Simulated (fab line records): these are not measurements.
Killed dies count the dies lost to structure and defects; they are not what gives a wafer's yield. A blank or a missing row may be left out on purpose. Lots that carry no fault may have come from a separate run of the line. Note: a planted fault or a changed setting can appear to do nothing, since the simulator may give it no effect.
Shared-tool check || flow sky130 || Lots sampled 11, wafers sampled 39

== WHAT PROMPTED THE OPENING ==
At SKY_SD_N_RS_MEAS_16 the reading SD_N_RS is flagged on 2 of 11 lots. Fault-free wafers read 68.56 ohm/sq, with a standard deviation of 0.13.
Rule: a lot gets a flag if all its wafers with a number sit over 4 standard deviations from that mean, or if no wafer of it has a number. The other lots count as sound.

{"lot": "L494", "measured": "day 27 12:40", "on": "filmMetro-03", "SD_N_RS (ohm/sq), wafer by wafer": "68.37 68.46 68.26", "flag": ""}
{"lot": "L495", "measured": "day 27 14:49", "on": "filmMetro-02", "SD_N_RS (ohm/sq), wafer by wafer": "68.55 68.62 68.66", "flag": ""}
{"lot": "L498", "measured": "day 29 02:14", "on": "filmMetro-02", "SD_N_RS (ohm/sq), wafer by wafer": "68.71 68.78 68.85", "flag": ""}
{"lot": "L501", "measured": "day 30 10:38", "on": "filmMetro-01", "SD_N_RS (ohm/sq), wafer by wafer": "68.61 68.59 68.65", "flag": ""}
{"lot": "L502", "measured": "day 31 02:23", "on": "filmMetro-02", "SD_N_RS (ohm/sq), wafer by wafer": "68.53 68.62 68.69", "flag": ""}
{"lot": "L506", "measured": "day 32 19:01", "on": "filmMetro-03", "SD_N_RS (ohm/sq), wafer by wafer": "65.83 66.14 65.97 65.91 65.98 66.06", "flag": "FLAGGED"}
{"lot": "L508", "measured": "day 33 01:28", "on": "filmMetro-03", "SD_N_RS (ohm/sq), wafer by wafer": "65.89 65.87 65.97 65.80 66.01 65.96", "flag": "FLAGGED"}
{"lot": "L510", "measured": "day 33 06:52", "on": "filmMetro-01", "SD_N_RS (ohm/sq), wafer by wafer": "68.76 68.76 68.72", "flag": ""}
{"lot": "L513", "measured": "day 34 04:50", "on": "filmMetro-02", "SD_N_RS (ohm/sq), wafer by wafer": "68.54 68.55 68.65", "flag": ""}
{"lot": "L512", "measured": "day 34 07:30", "on": "filmMetro-01", "SD_N_RS (ohm/sq), wafer by wafer": "68.72 68.77 68.53", "flag": ""}
{"lot": "L517", "measured": "day 35 09:13", "on": "filmMetro-02", "SD_N_RS (ohm/sq), wafer by wafer": "68.62 68.83 68.65", "flag": ""}
The numbers of the flagged lots are 65.95 ohm/sq on average: -2.61 ohm/sq against the usual, or -20 standard deviations.

== TOOL THAT RAN EACH LOT ==
The record holds 2 process steps before the reading, out of a route of 708 steps. Cell contents, in order: the tool; ch with the chambers the sampled wafers went through; the start.
{"lot": "L494", "flag": "", "SKY_SD_N_IMPLANT_09": "implanter-01 ch 0, day 27 11:59", "SKY_SD_N_STRIP_11": "plasmaAsher-02 ch 0,1, day 27 12:17"}
{"lot": "L495", "flag": "", "SKY_SD_N_IMPLANT_09": "implanter-04 ch 0, day 27 14:04", "SKY_SD_N_STRIP_11": "plasmaAsher-02 ch 0,1, day 27 14:22"}
{"lot": "L498", "flag": "", "SKY_SD_N_IMPLANT_09": "implanter-03 ch 0, day 29 01:32", "SKY_SD_N_STRIP_11": "plasmaAsher-03 ch 0,1, day 29 01:49"}
{"lot": "L501", "flag": "", "SKY_SD_N_IMPLANT_09": "implanter-03 ch 0, day 30 09:54", "SKY_SD_N_STRIP_11": "plasmaAsher-04 ch 0,1, day 30 10:10"}
{"lot": "L502", "flag": "", "SKY_SD_N_IMPLANT_09": "implanter-01 ch 0, day 31 01:42", "SKY_SD_N_STRIP_11": "plasmaAsher-03 ch 0,1, day 31 01:59"}
{"lot": "L506", "flag": "FLAGGED", "SKY_SD_N_IMPLANT_09": "implanter-01 ch 0, day 32 18:20", "SKY_SD_N_STRIP_11": "plasmaAsher-04 ch 0,1, day 32 18:38"}
{"lot": "L508", "flag": "FLAGGED", "SKY_SD_N_IMPLANT_09": "implanter-01 ch 0, day 33 00:47", "SKY_SD_N_STRIP_11": "plasmaAsher-02 ch 0,1, day 33 01:04"}
{"lot": "L510", "flag": "", "SKY_SD_N_IMPLANT_09": "implanter-04 ch 0, day 33 06:10", "SKY_SD_N_STRIP_11": "plasmaAsher-03 ch 0,1, day 33 06:28"}
{"lot": "L513", "flag": "", "SKY_SD_N_IMPLANT_09": "implanter-03 ch 0, day 34 04:10", "SKY_SD_N_STRIP_11": "plasmaAsher-02 ch 0,1, day 34 04:27"}
{"lot": "L512", "flag": "", "SKY_SD_N_IMPLANT_09": "implanter-03 ch 0, day 34 06:49", "SKY_SD_N_STRIP_11": "plasmaAsher-02 ch 0,1, day 34 07:07"}
{"lot": "L517", "flag": "", "SKY_SD_N_IMPLANT_09": "implanter-03 ch 0, day 35 08:31", "SKY_SD_N_STRIP_11": "plasmaAsher-03 ch 0,1, day 35 08:49"}
What these steps do:
- SKY_SD_N_IMPLANT_09
- SKY_SD_N_STRIP_11: strips in O2/N2.
- SKY_SD_N_RS_MEAS_16: measures by four-point-probe.

== FLAGGED AGAINST TOTAL, ONE TOOL AT A TIME (gauges that did the reading follow at the end) ==
{"step": "SKY_SD_N_IMPLANT_09", "tool": "implanter-01", "lots run": 4, "flagged": 2, "share of the flagged lots": "all", "sound lots run after its first flagged lot": 0}
{"step": "SKY_SD_N_IMPLANT_09", "tool": "implanter-03", "lots run": 5, "flagged": 0, "share of the flagged lots": "none", "sound lots run after its first flagged lot": "-"}
{"step": "SKY_SD_N_IMPLANT_09", "tool": "implanter-04", "lots run": 2, "flagged": 0, "share of the flagged lots": "none", "sound lots run after its first flagged lot": "-"}
{"step": "SKY_SD_N_STRIP_11", "tool": "plasmaAsher-02", "lots run": 5, "flagged": 1, "share of the flagged lots": "some", "sound lots run after its first flagged lot": "2 (L513,L512)"}
{"step": "SKY_SD_N_STRIP_11", "tool": "plasmaAsher-03", "lots run": 4, "flagged": 0, "share of the flagged lots": "none", "sound lots run after its first flagged lot": "-"}
{"step": "SKY_SD_N_STRIP_11", "tool": "plasmaAsher-04", "lots run": 2, "flagged": 1, "share of the flagged lots": "some", "sound lots run after its first flagged lot": 0}
{"step": "SKY_SD_N_RS_MEAS_16", "tool": "filmMetro-01", "lots run": 3, "flagged": 0, "share of the flagged lots": "none", "sound lots run after its first flagged lot": "-"}
{"step": "SKY_SD_N_RS_MEAS_16", "tool": "filmMetro-02", "lots run": 5, "flagged": 0, "share of the flagged lots": "none", "sound lots run after its first flagged lot": "-"}
{"step": "SKY_SD_N_RS_MEAS_16", "tool": "filmMetro-03", "lots run": 3, "flagged": 2, "share of the flagged lots": "all", "sound lots run after its first flagged lot": 0}

== WHAT THE TABLE PERMITS ==
Rows of the table that ran all the flagged lots, 2 in number: implanter-01 at SKY_SD_N_IMPLANT_09; filmMetro-03 at SKY_SD_N_RS_MEAS_16.
- implanter-01 at SKY_SD_N_IMPLANT_09: 2 of its 4 lots flagged. It ran its last sound lot, L502, at day 31 01:42 and its first flagged lot, L506, at day 32 18:20: a fault with its onset between the two fits. Its own readings (beamOnS, doseIonsCm2) fall more than 4 standard deviations out on all wafers of the flagged lots.
- filmMetro-03 at SKY_SD_N_RS_MEAS_16: 2 of its 3 lots flagged. It ran its last sound lot, L494, at day 27 12:40 and its first flagged lot, L506, at day 32 19:01: a fault with its onset between the two fits.
Because each of these 2 tools fits a fault that began at some hour, counting lots does not separate them. More lots, or a look at what each step does to the wafer, might.

== WHAT THE SIMULATOR PUT IN ==
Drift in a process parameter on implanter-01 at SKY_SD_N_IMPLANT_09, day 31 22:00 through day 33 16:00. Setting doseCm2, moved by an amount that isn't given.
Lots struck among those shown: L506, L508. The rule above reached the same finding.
